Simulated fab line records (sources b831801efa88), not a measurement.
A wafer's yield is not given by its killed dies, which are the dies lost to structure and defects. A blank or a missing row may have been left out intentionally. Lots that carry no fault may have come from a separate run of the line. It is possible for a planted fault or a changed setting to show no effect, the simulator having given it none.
A lot that was struck, set against a sound lot + flow sky130 + 15 out of 708 route steps
Sound: the wafers L609.2, L609.5, L609.6. Struck: wafers L626.1, L626.2, L626.5. The cause is given at the end.
Per side, at each step with rows, come the tool, then ch with its chambers, and then its first start. Under that, the readings that differ: sound wafers + struck wafers + difference of the means + sigmas: that difference in standard deviations of wafers without a fault.
alike: readings whose means differ by less than 2 such deviations, and words and numbers that are the same on both sides. not compared: withheld readings, readings that some wafer has no value for, bounds like >300 that may hide the same value, and numbers for which the record gives no deviation and whose values overlap.
The two part at a step that has a row with sigmas, a row that says differs or no value, or rows on one side only. Numbers that have no deviation but don't overlap get no sigmas and don't part them. Lack of a reading on every wafer of one side parts them only where that side has two or more wafers.

SKY_LDD_P_OVL_MEAS_08:
  struck on overlay-02, day 26 01:16; sound on overlay-02, day 19 20:38
  alike: LDD_P_OVL
then, 1 step without rows for these wafers: SKY_LDD_P_IMPLANT_09.
SKY_LDD_P_STRIP_10: strips in O2/N2.
  sound on plasma-asher-01 ch 0,1, day 19 20:49; struck on plasma-asher-01 ch 0,1, day 26 01:28
| reading                      | sound             | struck            | difference | sigmas |
|------------------------------|-------------------|-------------------|------------|--------|
| strip-time-to-endpoint-s (s) | 14.10 14.16 14.09 | 14.19 14.23 14.23 | +0.10      | +3     |
  alike: drypump-motor-current-A, n2-flow-sccm, oes-product-au
  not compared: rf-hours-counter-h
SKY_LDD_P_TW_MEAS_11:
  struck on film-metro-04, day 26 01:34; sound on film-metro-04, day 19 20:55
  alike: LDD_P_TW
then, 7 steps without rows for these wafers: SKY_LDD_HVN_DEHYDRATE_00 (time 60 s); SKY_LDD_HVN_HMDS_01 (prime time 60 s); SKY_LDD_HVN_COAT_02 (resist thk 300 nm); SKY_LDD_HVN_SOFTBAKE_03 (time 60 s); SKY_LDD_HVN_EXPOSE_04 (exposes mask HVNTM, target cd 700 nm); SKY_LDD_HVN_PEB_05; SKY_LDD_HVN_DEVELOP_06 (develop time 60 s).
SKY_LDD_HVN_OVL_MEAS_07:
  struck on overlay-02, day 27 06:30; sound on overlay-01, day 21 02:49
  alike: LDD_HVN_OVL
SKY_LDD_HVN_IMPLANT_08:
  sound on implanter-02 ch 0, day 21 02:52; struck on implanter-02 ch 0, day 27 06:32
| reading       | sound                         | struck                        | difference | sigmas |
|---------------|-------------------------------|-------------------------------|------------|--------|
| dose-ions-cm2 | 2.995e+13 2.999e+13 2.998e+13 | 3.072e+13 3.074e+13 3.068e+13 | +7.400e+11 | +22    |
  alike: faraday-current-uA, tilt-deg
SKY_LDD_HVN_STRIP_09: strips in O2/N2.
  sound on plasma-asher-03 ch 0,1, day 21 03:00; struck on plasma-asher-03 ch 0,1, day 27 06:41
  alike: drypump-motor-current-A, n2-flow-sccm, oes-product-au, strip-time-to-endpoint-s
  not compared: rf-hours-counter-h
-- a jump in the record: the struck wafers' starts before and after are 23 days apart (it breaks off in module LDD_HVN and resumes in module PAD_OPEN, where the first step shown is number 708 of the route) --
SKY_PAD_OPEN_PROBE_99:
  struck on prober-01, day 50 06:49; sound on prober-02, day 46 07:25
  alike: killed_at_M0_to_M3, killed_at_M4_up, killed-at-contacts, killed-at-front-end, killed-at-other, killed-dies, killed-on-rim, killed-open, killed-short

WHERE THEY PART
Last at SKY_LDD_HVN_IMPLANT_08 as far as this record goes, first at SKY_LDD_P_STRIP_10. Later steps at which nothing parts them and some readings are alike: SKY_LDD_HVN_STRIP_09, SKY_PAD_OPEN_PROBE_99.

WHY: what the simulator had put in
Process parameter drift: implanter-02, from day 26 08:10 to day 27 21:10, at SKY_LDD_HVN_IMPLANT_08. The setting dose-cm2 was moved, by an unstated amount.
